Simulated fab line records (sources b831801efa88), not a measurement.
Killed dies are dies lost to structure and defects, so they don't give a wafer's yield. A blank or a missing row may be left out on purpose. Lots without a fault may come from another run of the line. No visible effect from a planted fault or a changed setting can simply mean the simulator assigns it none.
fab line records / flow sfq-line
record: lots: 6 wafers: 18 last-day: 85
route steps=325 shown M3@132 I3@133
lots with no fault: from the same line, run without faults
start-h: hours from the record's first day to the start of the lot's first wafer shown / wait-h: time in hours since the lot's previous step / " as in the row above / L1.1+2: a row that stands for several wafers / - either no value or no given start / * or withheld: withheld / < > ~ a bound
route shown NAME@n: names a module that has steps shown in the file, with the first one's number in the route / usual: mean and standard deviation over wafers with no fault / same: alike in all rows / chamber/n: place in a boat / sites: readings site by site / _std_site: standard deviation across them / _edge_site: outer sites' mean less inner sites' / radius-mm: how far each site lies from the wafer's centre / mask NAME#n: copy n / behind: the tool/chamber that last shaped the wafer / hold: the reason the lot was held/the length of the hold in hours/how it ended / device: transistor that didn't switch, given as n, p or np / end of line: tests run on the same wafers once the route is complete / a step given without rows: its recipe and nothing more / killed: at the first sort, the dies lost to defects and structure; wafer yield is something else / map: shows each die of a wafer: x if killed, . if not, _ if none is there
set.NAME: the setting as run; set.NAME@STEP: as run at that earlier step / model.NAME: the simulator's own value behind a step, which no gauge read
lots seen at some steps along the route; tables by step, rows by wafer
services: the hour from which a tool's chamber was out of use, counted from the record's first day as start-h (under 0 if before that day), plus the number of hours and why
== steps ==
step: SFQ_TRILAYER_M3_STRIP_SOLV_CLEAN_080
recipe: chemistry: NMP temp-c: 70 time-s: 600
step: SFQ_TRILAYER_I3_DEP_PECVD_081
recipe: material: SiO2 temp-c: 150 time-s: 111.11 pressure-torr: 2.4 rf-w: 183.3 precursor: SiH4/N2O target-thk-nm: 500
usual: chamber-pressure-Torr: 2.400/0.0049 heater-power-w: 88/17 throttle-valve-pct: 25.7/1.4
lot.wafer=L189.2 tool=pecvd-04 chamber=1 start-h=1018.78 wait-h=0.0 chamber-pressure-Torr=2.405 heater-power-w=92 throttle-valve-pct=25.2
lot.wafer=L189.5 tool=pecvd-04 chamber=0 start-h=1018.78 wait-h=0.0 chamber-pressure-Torr=2.405 heater-power-w=88 throttle-valve-pct=24.4
lot.wafer=L189.6 tool=pecvd-04 chamber=1 start-h=1018.78 wait-h=0.0 chamber-pressure-Torr=2.397 heater-power-w=95 throttle-valve-pct=25.4
lot.wafer=L200.2 tool=pecvd-04 chamber=1 start-h=1117.49 wait-h=0.0 chamber-pressure-Torr=2.390 heater-power-w=85 throttle-valve-pct=25.6
lot.wafer=L200.3 tool=pecvd-04 chamber=0 start-h=1117.49 wait-h=0.0 chamber-pressure-Torr=2.399 heater-power-w=88 throttle-valve-pct=25.2
lot.wafer=L200.5 tool=pecvd-04 chamber=1 start-h=1117.49 wait-h=0.0 chamber-pressure-Torr=2.389 heater-power-w=90 throttle-valve-pct=25.7
lot.wafer=L202.2 tool=pecvd-04 chamber=0 start-h=1133.21 wait-h=0.0 chamber-pressure-Torr=2.400 heater-power-w=85 throttle-valve-pct=24.7
lot.wafer=L202.3 tool=pecvd-04 chamber=2 start-h=1133.21 wait-h=0.0 chamber-pressure-Torr=2.394 heater-power-w=68 throttle-valve-pct=26.4
lot.wafer=L202.4 tool=pecvd-04 chamber=0 start-h=1133.21 wait-h=0.0 chamber-pressure-Torr=2.393 heater-power-w=90 throttle-valve-pct=24.9
lot.wafer=L204.2 tool=pecvd-04 chamber=2 start-h=1148.81 wait-h=0.0 chamber-pressure-Torr=2.400 heater-power-w=71 throttle-valve-pct=26.2
lot.wafer=L204.5 tool=pecvd-04 chamber=0 start-h=1148.81 wait-h=0.0 chamber-pressure-Torr=2.400 heater-power-w=79 throttle-valve-pct=25.3
lot.wafer=L204.6 tool=pecvd-04 chamber=1 start-h=1148.81 wait-h=0.0 chamber-pressure-Torr=2.398 heater-power-w=93 throttle-valve-pct=25.9
lot.wafer=L205.2 tool=pecvd-01 chamber=1 start-h=1151.21 wait-h=0.0 chamber-pressure-Torr=2.402 heater-power-w=91 throttle-valve-pct=24.8
lot.wafer=L205.5 tool=pecvd-01 chamber=0 start-h=1151.21 wait-h=0.0 chamber-pressure-Torr=2.399 heater-power-w=71 throttle-valve-pct=27.0
lot.wafer=L205.6 tool=pecvd-01 chamber=2 start-h=1151.21 wait-h=0.0 chamber-pressure-Torr=2.406 heater-power-w=67 throttle-valve-pct=28.7
lot.wafer=L206.1 tool=pecvd-04 chamber=1 start-h=1168.14 wait-h=0.0 chamber-pressure-Torr=2.408 heater-power-w=94 throttle-valve-pct=25.8
lot.wafer=L206.4 tool=pecvd-04 chamber=1 start-h=1168.14 wait-h=0.0 chamber-pressure-Torr=2.400 heater-power-w=96 throttle-valve-pct=25.5
lot.wafer=L206.5 tool=pecvd-04 chamber=0 start-h=1168.14 wait-h=0.0 chamber-pressure-Torr=2.401 heater-power-w=90 throttle-valve-pct=25.3
step: SFQ_TRILAYER_I3_CMP_CMP_082
recipe: material: SiO2 down-force-psi: 3 platen-rpm: 60 pad-velocity-m-s: 0.94248
usual: motor-current-A: 10.0/1.5 time-to-endpoint-s: 218/7.1
lot.wafer=L189.2 tool=cmp-02 chamber=0 start-h=1018.86 wait-h=0.0 motor-current-A=9.9 time-to-endpoint-s=209
lot.wafer=L189.6 tool=cmp-02 chamber=0 start-h=1020.86 wait-h=2.0 motor-current-A=10.2 time-to-endpoint-s=215
lot.wafer=L189.5 tool=cmp-02 chamber=1 start-h=1020.86 wait-h=2.0 motor-current-A=11.7 time-to-endpoint-s=219
lot.wafer=L200.2 tool=cmp-02 chamber=0 start-h=1127.30 wait-h=9.8 motor-current-A=10.5 time-to-endpoint-s=209
lot.wafer=L200.3 tool=cmp-02 chamber=1 start-h=1127.30 wait-h=9.8 motor-current-A=11.5 time-to-endpoint-s=218
lot.wafer=L200.5 tool=cmp-02 chamber=0 start-h=1129.30 wait-h=11.7 motor-current-A=10.2 time-to-endpoint-s=226
lot.wafer=L202.4 tool=cmp-01 chamber=2 start-h=1144.39 wait-h=11.1 motor-current-A=8.4 time-to-endpoint-s=226
lot.wafer=L202.2 tool=cmp-01 chamber=3 start-h=1144.39 wait-h=11.1 motor-current-A=13.5 time-to-endpoint-s=223
lot.wafer=L202.3 tool=cmp-01 chamber=1 start-h=1145.89 wait-h=12.6 motor-current-A=10.0 time-to-endpoint-s=219
lot.wafer=L204.2 tool=cmp-01 chamber=0 start-h=1159.10 wait-h=10.2 motor-current-A=9.2 time-to-endpoint-s=222
lot.wafer=L204.5 tool=cmp-01 chamber=0 start-h=1161.10 wait-h=12.2 motor-current-A=8.4 time-to-endpoint-s=216
lot.wafer=L204.6 tool=cmp-01 chamber=1 start-h=1161.10 wait-h=12.2 motor-current-A=10.1 time-to-endpoint-s=234
lot.wafer=L205.2 tool=cmp-01 chamber=0 start-h=1162.60 wait-h=11.3 motor-current-A=8.5 time-to-endpoint-s=215
lot.wafer=L205.5 tool=cmp-01 chamber=3 start-h=1164.10 wait-h=12.8 motor-current-A=13.1 time-to-endpoint-s=219
lot.wafer=L205.6 tool=cmp-01 chamber=0 start-h=1164.10 wait-h=12.8 motor-current-A=8.7 time-to-endpoint-s=214
lot.wafer=L206.4 tool=cmp-02 chamber=3 start-h=1172.80 wait-h=4.6 motor-current-A=8.9 time-to-endpoint-s=215
lot.wafer=L206.1 tool=cmp-02 chamber=0 start-h=1172.80 wait-h=4.6 motor-current-A=10.0 time-to-endpoint-s=208
lot.wafer=L206.5 tool=cmp-02 chamber=2 start-h=1174.30 wait-h=6.1 motor-current-A=9.2 time-to-endpoint-s=220
step: SFQ_I3_BOW_MEAS_922
recipe: mode: bow
usual: I3_BOW: 2/9.2
lot.wafer=L189.2 tool=film-metro-03 chamber=- start-h=1021.88 wait-h=2.5 I3_BOW[um]=1
lot.wafer=L189.5 tool=film-metro-03 chamber=- start-h=1021.88 wait-h=2.5 I3_BOW[um]=8
lot.wafer=L189.6 tool=film-metro-03 chamber=- start-h=1021.88 wait-h=2.5 I3_BOW[um]=6
lot.wafer=L200.2 tool=film-metro-02 chamber=- start-h=1130.32 wait-h=2.5 I3_BOW[um]=12
lot.wafer=L200.3 tool=film-metro-02 chamber=- start-h=1130.32 wait-h=2.5 I3_BOW[um]=7
lot.wafer=L200.5 tool=film-metro-02 chamber=- start-h=1130.32 wait-h=2.5 I3_BOW[um]=13
lot.wafer=L202.2 tool=film-metro-01 chamber=- start-h=1147.41 wait-h=2.0 I3_BOW[um]=-1
lot.wafer=L202.3 tool=film-metro-01 chamber=- start-h=1147.41 wait-h=2.0 I3_BOW[um]=-6
lot.wafer=L202.4 tool=film-metro-01 chamber=- start-h=1147.41 wait-h=2.0 I3_BOW[um]=-7
lot.wafer=L204.2 tool=film-metro-02 chamber=- start-h=1162.12 wait-h=2.5 I3_BOW[um]=-5
lot.wafer=L204.5 tool=film-metro-02 chamber=- start-h=1162.12 wait-h=2.5 I3_BOW[um]=4
lot.wafer=L204.6 tool=film-metro-02 chamber=- start-h=1162.12 wait-h=2.5 I3_BOW[um]=6
lot.wafer=L205.2 tool=film-metro-01 chamber=- start-h=1165.12 wait-h=2.0 I3_BOW[um]=-3
lot.wafer=L205.5 tool=film-metro-01 chamber=- start-h=1165.12 wait-h=2.0 I3_BOW[um]=-7
lot.wafer=L205.6 tool=film-metro-01 chamber=- start-h=1165.12 wait-h=2.0 I3_BOW[um]=-3
lot.wafer=L206.1 tool=film-metro-03 chamber=- start-h=1175.30 wait-h=1.5 I3_BOW[um]=3
lot.wafer=L206.4 tool=film-metro-03 chamber=- start-h=1175.30 wait-h=1.5 I3_BOW[um]=2
lot.wafer=L206.5 tool=film-metro-03 chamber=- start-h=1175.30 wait-h=1.5 I3_BOW[um]=10
step: SFQ_TRILAYER_I3_METRO_MEASURE_083
usual: thk-nm: 200.3/0.99
lot.wafer=L189.2 tool=film-metro-03 chamber=- start-h=1022.18 wait-h=0.3 thk-nm=198.6
lot.wafer=L189.5 tool=film-metro-03 chamber=- start-h=1022.18 wait-h=0.3 thk-nm=200.5
lot.wafer=L189.6 tool=film-metro-03 chamber=- start-h=1022.18 wait-h=0.3 thk-nm=199.4
lot.wafer=L200.2 tool=film-metro-02 chamber=- start-h=1130.62 wait-h=0.3 thk-nm=200.5
lot.wafer=L200.3 tool=film-metro-02 chamber=- start-h=1130.62 wait-h=0.3 thk-nm=200.1
lot.wafer=L200.5 tool=film-metro-02 chamber=- start-h=1130.62 wait-h=0.3 thk-nm=199.5
lot.wafer=L202.2 tool=film-metro-01 chamber=- start-h=1147.71 wait-h=0.3 thk-nm=201.5
lot.wafer=L202.3 tool=film-metro-01 chamber=- start-h=1147.71 wait-h=0.3 thk-nm=200.9
lot.wafer=L202.4 tool=film-metro-01 chamber=- start-h=1147.71 wait-h=0.3 thk-nm=200.5
lot.wafer=L204.2 tool=film-metro-02 chamber=- start-h=1162.42 wait-h=0.3 thk-nm=199.6
lot.wafer=L204.5 tool=film-metro-02 chamber=- start-h=1162.42 wait-h=0.3 thk-nm=200.0
lot.wafer=L204.6 tool=film-metro-02 chamber=- start-h=1162.42 wait-h=0.3 thk-nm=199.5
lot.wafer=L205.2 tool=film-metro-01 chamber=- start-h=1165.42 wait-h=0.3 thk-nm=200.9
lot.wafer=L205.5 tool=film-metro-01 chamber=- start-h=1165.42 wait-h=0.3 thk-nm=201.7
lot.wafer=L205.6 tool=film-metro-01 chamber=- start-h=1165.42 wait-h=0.3 thk-nm=200.8
lot.wafer=L206.1 tool=film-metro-03 chamber=- start-h=1175.42 wait-h=0.1 thk-nm=199.7
lot.wafer=L206.4 tool=film-metro-03 chamber=- start-h=1175.42 wait-h=0.1 thk-nm=200.4
lot.wafer=L206.5 tool=film-metro-03 chamber=- start-h=1175.42 wait-h=0.1 thk-nm=200.4
step: SFQ_TRILAYER_I3_VIA_LITHO_COAT_090
recipe: resist: BARC spin-rpm: 3000 resist-thk-nm: 62
step: SFQ_TRILAYER_I3_VIA_LITHO_COAT_085
recipe: resist: KrF spin-rpm: 3000 resist-thk-nm: 650
step: SFQ_TRILAYER_I3_VIA_LITHO_SOFTBAKE_089
recipe: temp-c: withheld time-s: withheld resist: KrF
step: SFQ_TRILAYER_I3_VIA_LITHO_EXPOSE_086
recipe: mask-id: I3 na: 0.6 source-shape: conventional sigma-outer: 0.65 target-cd-nm: 500 dose-mj: 21.3
step: SFQ_TRILAYER_I3_VIA_LITHO_PEB_088
recipe: peb-temp-c: 115 peb-time-s: 60 resist: KrF
step: SFQ_TRILAYER_I3_VIA_LITHO_DEVELOP_087
recipe: time-s: 60 resist: KrF
step: SFQ_I3_OVL_MEAS_923
usual: I3_OVL: -2/4.6
lot.wafer=L189.2 tool=overlay-01 chamber=- start-h=1025.51 wait-h=0.1 I3_OVL[nm]=-8
lot.wafer=L189.5 tool=overlay-01 chamber=- start-h=1025.51 wait-h=0.1 I3_OVL[nm]=-5
lot.wafer=L189.6 tool=overlay-01 chamber=- start-h=1025.51 wait-h=0.1 I3_OVL[nm]=-3
lot.wafer=L200.2 tool=overlay-01 chamber=- start-h=1260.63 wait-h=0.1 I3_OVL[nm]=-5
lot.wafer=L200.3 tool=overlay-01 chamber=- start-h=1260.63 wait-h=0.1 I3_OVL[nm]=0
lot.wafer=L200.5 tool=overlay-01 chamber=- start-h=1260.63 wait-h=0.1 I3_OVL[nm]=1
lot.wafer=L202.2 tool=overlay-01 chamber=- start-h=1276.23 wait-h=0.1 I3_OVL[nm]=-2
lot.wafer=L202.3 tool=overlay-01 chamber=- start-h=1276.23 wait-h=0.1 I3_OVL[nm]=-2
lot.wafer=L202.4 tool=overlay-01 chamber=- start-h=1276.23 wait-h=0.1 I3_OVL[nm]=3
lot.wafer=L204.2 tool=overlay-01 chamber=- start-h=1287.03 wait-h=0.1 I3_OVL[nm]=4
lot.wafer=L204.5 tool=overlay-01 chamber=- start-h=1287.03 wait-h=0.1 I3_OVL[nm]=-2
lot.wafer=L204.6 tool=overlay-01 chamber=- start-h=1287.03 wait-h=0.1 I3_OVL[nm]=2
lot.wafer=L205.2 tool=overlay-01 chamber=- start-h=1290.63 wait-h=0.1 I3_OVL[nm]=5
lot.wafer=L205.5 tool=overlay-01 chamber=- start-h=1290.63 wait-h=0.1 I3_OVL[nm]=1
lot.wafer=L205.6 tool=overlay-01 chamber=- start-h=1290.63 wait-h=0.1 I3_OVL[nm]=5
lot.wafer=L206.1 tool=overlay-02 chamber=- start-h=1300.22 wait-h=0.1 I3_OVL[nm]=5
lot.wafer=L206.4 tool=overlay-02 chamber=- start-h=1300.22 wait-h=0.1 I3_OVL[nm]=2
lot.wafer=L206.5 tool=overlay-02 chamber=- start-h=1300.22 wait-h=0.1 I3_OVL[nm]=1
step: SFQ_TRILAYER_I3_VIA_BARC_OPEN_VIA_ETCH_121
recipe: mask-material: PR chemistry: O2 target-depth-nm: 125 target: BARC source-w: 500 bias-w: 80 pressure-mtorr: 30 time-s: 41.7
usual: drypump-motor-current-A: 5.7/0.49 oes-product-au: 0.686/0.0048
lot.wafer=L189.2 tool=rie-diel-03 chamber=3 start-h=1025.54 wait-h=0.0 drypump-motor-current-A=6.3 oes-product-au=0.682 rf-hours-counter-h=9 model.KrF_of_TRILAYER_I3_VIA_LITHO_COAT_085.thk-nm=570.2
lot.wafer=L189.5 tool=rie-diel-03 chamber=3 start-h=1025.54 wait-h=0.0 drypump-motor-current-A=6.3 oes-product-au=0.682 rf-hours-counter-h=- model.KrF_of_TRILAYER_I3_VIA_LITHO_COAT_085.thk-nm=570.5
lot.wafer=L189.6 tool=rie-diel-03 chamber=2 start-h=1025.54 wait-h=0.0 drypump-motor-current-A=6.7 oes-product-au=0.688 rf-hours-counter-h=- model.KrF_of_TRILAYER_I3_VIA_LITHO_COAT_085.thk-nm=568.1
lot.wafer=L200.2 tool=rie-diel-04 chamber=2 start-h=1260.66 wait-h=0.0 drypump-motor-current-A=5.6 oes-product-au=0.679 rf-hours-counter-h=9 model.KrF_of_TRILAYER_I3_VIA_LITHO_COAT_085.thk-nm=575.1
lot.wafer=L200.3 tool=rie-diel-04 chamber=0 start-h=1260.66 wait-h=0.0 drypump-motor-current-A=5.3 oes-product-au=0.681 rf-hours-counter-h=12 model.KrF_of_TRILAYER_I3_VIA_LITHO_COAT_085.thk-nm=573.6
lot.wafer=L200.5 tool=rie-diel-04 chamber=1 start-h=1260.66 wait-h=0.0 drypump-motor-current-A=6.0 oes-product-au=0.690 rf-hours-counter-h=- model.KrF_of_TRILAYER_I3_VIA_LITHO_COAT_085.thk-nm=574
lot.wafer=L202.2 tool=rie-diel-03 chamber=1 start-h=1276.26 wait-h=0.0 drypump-motor-current-A=5.2 oes-product-au=0.685 rf-hours-counter-h=17 model.KrF_of_TRILAYER_I3_VIA_LITHO_COAT_085.thk-nm=595.1
lot.wafer=L202.3 tool=rie-diel-03 chamber=0 start-h=1276.26 wait-h=0.0 drypump-motor-current-A=6.1 oes-product-au=0.691 rf-hours-counter-h=16 model.KrF_of_TRILAYER_I3_VIA_LITHO_COAT_085.thk-nm=576.2
lot.wafer=L202.4 tool=rie-diel-03 chamber=3 start-h=1276.26 wait-h=0.0 drypump-motor-current-A=6.3 oes-product-au=0.681 rf-hours-counter-h=13 model.KrF_of_TRILAYER_I3_VIA_LITHO_COAT_085.thk-nm=575.3
lot.wafer=L204.2 tool=rie-diel-03 chamber=0 start-h=1287.06 wait-h=0.0 drypump-motor-current-A=6.1 oes-product-au=0.679 rf-hours-counter-h=17 model.KrF_of_TRILAYER_I3_VIA_LITHO_COAT_085.thk-nm=573.7
lot.wafer=L204.5 tool=rie-diel-03 chamber=0 start-h=1287.06 wait-h=0.0 drypump-motor-current-A=6.1 oes-product-au=0.686 rf-hours-counter-h=- model.KrF_of_TRILAYER_I3_VIA_LITHO_COAT_085.thk-nm=572.7
lot.wafer=L204.6 tool=rie-diel-03 chamber=1 start-h=1287.06 wait-h=0.0 drypump-motor-current-A=5.3 oes-product-au=0.693 rf-hours-counter-h=- model.KrF_of_TRILAYER_I3_VIA_LITHO_COAT_085.thk-nm=594.7
lot.wafer=L205.2 tool=rie-diel-02 chamber=3 start-h=1290.66 wait-h=0.0 drypump-motor-current-A=5.5 oes-product-au=0.689 rf-hours-counter-h=13 model.KrF_of_TRILAYER_I3_VIA_LITHO_COAT_085.thk-nm=575.4
lot.wafer=L205.5 tool=rie-diel-02 chamber=1 start-h=1290.66 wait-h=0.0 drypump-motor-current-A=5.0 oes-product-au=0.683 rf-hours-counter-h=- model.KrF_of_TRILAYER_I3_VIA_LITHO_COAT_085.thk-nm=573.6
lot.wafer=L205.6 tool=rie-diel-02 chamber=0 start-h=1290.66 wait-h=0.0 drypump-motor-current-A=5.6 oes-product-au=0.689 rf-hours-counter-h=- model.KrF_of_TRILAYER_I3_VIA_LITHO_COAT_085.thk-nm=570.6
lot.wafer=L206.1 tool=rie-diel-02 chamber=0 start-h=1300.26 wait-h=0.0 drypump-motor-current-A=5.7 oes-product-au=0.678 rf-hours-counter-h=7 model.KrF_of_TRILAYER_I3_VIA_LITHO_COAT_085.thk-nm=571.9
lot.wafer=L206.4 tool=rie-diel-02 chamber=3 start-h=1300.26 wait-h=0.0 drypump-motor-current-A=5.5 oes-product-au=0.688 rf-hours-counter-h=13 model.KrF_of_TRILAYER_I3_VIA_LITHO_COAT_085.thk-nm=574.9
lot.wafer=L206.5 tool=rie-diel-02 chamber=2 start-h=1300.26 wait-h=0.0 drypump-motor-current-A=6.0 oes-product-au=0.694 rf-hours-counter-h=- model.KrF_of_TRILAYER_I3_VIA_LITHO_COAT_085.thk-nm=572.2
step: SFQ_TRILAYER_I3_VIA_ETCH_VIA_ETCH_088
recipe: target: SiO2 stop-on: Nb mask-material: PR taper-deg: 20 chemistry: CHF3 target-depth-nm: 260 source-w: 500 bias-w: 80 pressure-mtorr: 30 time-s: withheld
usual: drypump-motor-current-A: 5.7/0.49 oes-product-au: 0.856/0.0053
lot.wafer=L189.2 tool=rie-diel-03 chamber=3 start-h=1025.58 wait-h=0.0 drypump-motor-current-A=6.3 oes-product-au=0.849 model.KrF_of_TRILAYER_I3_VIA_LITHO_COAT_085.thk-nm=525.1
lot.wafer=L189.5 tool=rie-diel-03 chamber=3 start-h=1025.58 wait-h=0.0 drypump-motor-current-A=6.3 oes-product-au=0.858 model.KrF_of_TRILAYER_I3_VIA_LITHO_COAT_085.thk-nm=525
lot.wafer=L189.6 tool=rie-diel-03 chamber=2 start-h=1025.58 wait-h=0.0 drypump-motor-current-A=6.7 oes-product-au=0.854 model.KrF_of_TRILAYER_I3_VIA_LITHO_COAT_085.thk-nm=522.2
lot.wafer=L200.2 tool=rie-diel-04 chamber=2 start-h=1260.70 wait-h=0.0 drypump-motor-current-A=5.6 oes-product-au=0.855 model.KrF_of_TRILAYER_I3_VIA_LITHO_COAT_085.thk-nm=529
lot.wafer=L200.3 tool=rie-diel-04 chamber=0 start-h=1260.70 wait-h=0.0 drypump-motor-current-A=5.3 oes-product-au=0.866 model.KrF_of_TRILAYER_I3_VIA_LITHO_COAT_085.thk-nm=528.2
lot.wafer=L200.5 tool=rie-diel-04 chamber=1 start-h=1260.70 wait-h=0.0 drypump-motor-current-A=6.0 oes-product-au=0.849 model.KrF_of_TRILAYER_I3_VIA_LITHO_COAT_085.thk-nm=528.7
lot.wafer=L202.2 tool=rie-diel-03 chamber=1 start-h=1276.30 wait-h=0.0 drypump-motor-current-A=5.2 oes-product-au=0.856 model.KrF_of_TRILAYER_I3_VIA_LITHO_COAT_085.thk-nm=550.9
lot.wafer=L202.3 tool=rie-diel-03 chamber=0 start-h=1276.30 wait-h=0.0 drypump-motor-current-A=6.1 oes-product-au=0.867 model.KrF_of_TRILAYER_I3_VIA_LITHO_COAT_085.thk-nm=531.7
lot.wafer=L202.4 tool=rie-diel-03 chamber=3 start-h=1276.30 wait-h=0.0 drypump-motor-current-A=6.3 oes-product-au=0.861 model.KrF_of_TRILAYER_I3_VIA_LITHO_COAT_085.thk-nm=529.8
lot.wafer=L204.2 tool=rie-diel-03 chamber=0 start-h=1287.10 wait-h=0.0 drypump-motor-current-A=6.1 oes-product-au=0.853 model.KrF_of_TRILAYER_I3_VIA_LITHO_COAT_085.thk-nm=529
lot.wafer=L204.5 tool=rie-diel-03 chamber=0 start-h=1287.10 wait-h=0.0 drypump-motor-current-A=6.1 oes-product-au=0.853 model.KrF_of_TRILAYER_I3_VIA_LITHO_COAT_085.thk-nm=527.6
lot.wafer=L204.6 tool=rie-diel-03 chamber=1 start-h=1287.10 wait-h=0.0 drypump-motor-current-A=5.2 oes-product-au=0.857 model.KrF_of_TRILAYER_I3_VIA_LITHO_COAT_085.thk-nm=550.7
lot.wafer=L205.2 tool=rie-diel-02 chamber=3 start-h=1290.70 wait-h=0.0 drypump-motor-current-A=5.5 oes-product-au=0.859 model.KrF_of_TRILAYER_I3_VIA_LITHO_COAT_085.thk-nm=532.3
lot.wafer=L205.5 tool=rie-diel-02 chamber=1 start-h=1290.70 wait-h=0.0 drypump-motor-current-A=4.9 oes-product-au=0.852 model.KrF_of_TRILAYER_I3_VIA_LITHO_COAT_085.thk-nm=531.1
lot.wafer=L205.6 tool=rie-diel-02 chamber=0 start-h=1290.70 wait-h=0.0 drypump-motor-current-A=5.7 oes-product-au=0.851 model.KrF_of_TRILAYER_I3_VIA_LITHO_COAT_085.thk-nm=525.4
lot.wafer=L206.1 tool=rie-diel-02 chamber=0 start-h=1300.30 wait-h=0.0 drypump-motor-current-A=5.6 oes-product-au=0.855 model.KrF_of_TRILAYER_I3_VIA_LITHO_COAT_085.thk-nm=526.6
lot.wafer=L206.4 tool=rie-diel-02 chamber=3 start-h=1300.30 wait-h=0.0 drypump-motor-current-A=5.5 oes-product-au=0.857 model.KrF_of_TRILAYER_I3_VIA_LITHO_COAT_085.thk-nm=531.7
lot.wafer=L206.5 tool=rie-diel-02 chamber=2 start-h=1300.30 wait-h=0.0 drypump-motor-current-A=6.0 oes-product-au=0.857 model.KrF_of_TRILAYER_I3_VIA_LITHO_COAT_085.thk-nm=527.3
step: SFQ_TRILAYER_I3_VIA_STRIP_STRIP_089
recipe: gas: O2 power-w: 200 platen-temp-c: 40 overash-fraction: 0.65 chemistry: O2 pressure-mtorr: 50
usual: drypump-motor-current-A: 5.9/0.35 oes-product-au: 1.002/0.0093
lot.wafer=L189.2 tool=rie-metal-04 chamber=1 start-h=1025.69 wait-h=- drypump-motor-current-A=5.8 oes-product-au=1.006 rf-hours-counter-h=1
lot.wafer=L189.5 tool=rie-metal-04 chamber=1 start-h=1025.69 wait-h=- drypump-motor-current-A=5.8 oes-product-au=1.002 rf-hours-counter-h=-
lot.wafer=L189.6 tool=rie-metal-04 chamber=0 start-h=1025.69 wait-h=- drypump-motor-current-A=5.0 oes-product-au=1.003 rf-hours-counter-h=-
lot.wafer=L200.2 tool=rie-metal-03 chamber=0 start-h=1260.81 wait-h=- drypump-motor-current-A=5.9 oes-product-au=0.981 rf-hours-counter-h=117
lot.wafer=L200.3 tool=rie-metal-03 chamber=0 start-h=1260.81 wait-h=- drypump-motor-current-A=5.9 oes-product-au=0.988 rf-hours-counter-h=-
lot.wafer=L200.5 tool=rie-metal-03 chamber=1 start-h=1260.81 wait-h=- drypump-motor-current-A=6.0 oes-product-au=0.999 rf-hours-counter-h=-
lot.wafer=L202.2 tool=rie-metal-03 chamber=0 start-h=1276.41 wait-h=- drypump-motor-current-A=6.0 oes-product-au=0.993 rf-hours-counter-h=120
lot.wafer=L202.3 tool=rie-metal-03 chamber=0 start-h=1276.41 wait-h=- drypump-motor-current-A=5.9 oes-product-au=0.991 rf-hours-counter-h=-
lot.wafer=L202.4 tool=rie-metal-03 chamber=1 start-h=1276.41 wait-h=- drypump-motor-current-A=6.0 oes-product-au=0.997 rf-hours-counter-h=-
lot.wafer=L204.2 tool=rie-metal-01 chamber=1 start-h=1287.21 wait-h=- drypump-motor-current-A=6.3 oes-product-au=0.987 rf-hours-counter-h=28
lot.wafer=L204.5 tool=rie-metal-01 chamber=0 start-h=1287.21 wait-h=- drypump-motor-current-A=6.1 oes-product-au=1.018 rf-hours-counter-h=-
lot.wafer=L204.6 tool=rie-metal-01 chamber=1 start-h=1287.21 wait-h=- drypump-motor-current-A=6.3 oes-product-au=0.993 rf-hours-counter-h=-
lot.wafer=L205.2 tool=rie-metal-01 chamber=1 start-h=1290.81 wait-h=- drypump-motor-current-A=6.3 oes-product-au=0.995 rf-hours-counter-h=28
lot.wafer=L205.5 tool=rie-metal-01 chamber=1 start-h=1290.81 wait-h=- drypump-motor-current-A=6.3 oes-product-au=0.990 rf-hours-counter-h=-
lot.wafer=L205.6 tool=rie-metal-01 chamber=0 start-h=1290.81 wait-h=- drypump-motor-current-A=6.1 oes-product-au=1.023 rf-hours-counter-h=-
lot.wafer=L206.1 tool=rie-metal-01 chamber=1 start-h=1300.41 wait-h=- drypump-motor-current-A=6.3 oes-product-au=1.001 rf-hours-counter-h=30
lot.wafer=L206.4 tool=rie-metal-01 chamber=0 start-h=1300.41 wait-h=- drypump-motor-current-A=6.1 oes-product-au=1.010 rf-hours-counter-h=-
lot.wafer=L206.5 tool=rie-metal-01 chamber=0 start-h=1300.41 wait-h=- drypump-motor-current-A=6.1 oes-product-au=1.008 rf-hours-counter-h=-
== services ==
tool=cmp-01 chamber=- start-h=1006.71 hours=5.4 kind=pm
tool=rie-diel-03 chamber=0 start-h=1023.52 hours=5.6 kind=repair
tool=cmp-02 chamber=- start-h=1032.43 hours=1.6 kind=repair
tool=cmp-02 chamber=- start-h=1033.72 hours=5.7 kind=repair
tool=rie-metal-01 chamber=- start-h=1039.08 hours=1.4 kind=pm
tool=cmp-02 chamber=- start-h=1043.75 hours=20.8 kind=pm
tool=pecvd-04 chamber=- start-h=1048.48 hours=3.3 kind=repair
tool=rie-diel-03 chamber=0 start-h=1049.14 hours=31.8 kind=repair
tool=rie-diel-02 chamber=3 start-h=1055.53 hours=20.1 kind=repair
tool=rie-metal-01 chamber=1 start-h=1057.13 hours=5.2 kind=repair
tool=pecvd-04 chamber=0 start-h=1078.29 hours=7.4 kind=repair
tool=cmp-02 chamber=- start-h=1089.09 hours=2.7 kind=repair
tool=pecvd-04 chamber=- start-h=1089.70 hours=1.6 kind=repair
tool=cmp-02 chamber=- start-h=1096.30 hours=4.0 kind=pm
tool=cmp-01 chamber=- start-h=1102.38 hours=15.0 kind=pm
tool=cmp-01 chamber=- start-h=1150.23 hours=2.9 kind=repair
tool=cmp-02 chamber=- start-h=1160.97 hours=1.1 kind=repair
tool=rie-metal-01 chamber=1 start-h=1178.49 hours=1.9 kind=repair
tool=cmp-01 chamber=- start-h=1185.59 hours=0.5 kind=repair
tool=rie-diel-03 chamber=1 start-h=1187.44 hours=4.3 kind=repair
tool=pecvd-04 chamber=- start-h=1230.18 hours=1.5 kind=repair
tool=cmp-01 chamber=- start-h=1245.75 hours=0.6 kind=repair
tool=rie-diel-02 chamber=3 start-h=1267.74 hours=6.2 kind=repair
tool=pecvd-04 chamber=2 start-h=1271.94 hours=21.3 kind=repair
== key ==
first-sign none at tools or gauges
model-effect: step: SFQ_TRILAYER_I3_VIA_BARC_OPEN_VIA_ETCH_121 value: KrF_of_TRILAYER_I3_VIA_LITHO_COAT_085.thk-nm without: 576.2 struck: 594.9
model-effect: step: SFQ_TRILAYER_I3_VIA_ETCH_VIA_ETCH_088 value: KrF_of_TRILAYER_I3_VIA_LITHO_COAT_085.thk-nm without: 532 struck: 550.8
met-at SFQ_TRILAYER_I3_VIA_BARC_OPEN_VIA_ETCH_121
struck-wafers L202.2,L204.6
fault: kind: process-parameter-drift tool: rie-diel-03 chamber: 1 onset-h: 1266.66 steps: SFQ_TRILAYER_I3_VIA_BARC_OPEN_VIA_ETCH_121 channel: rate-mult offset: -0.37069 shape: step end-h: 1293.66
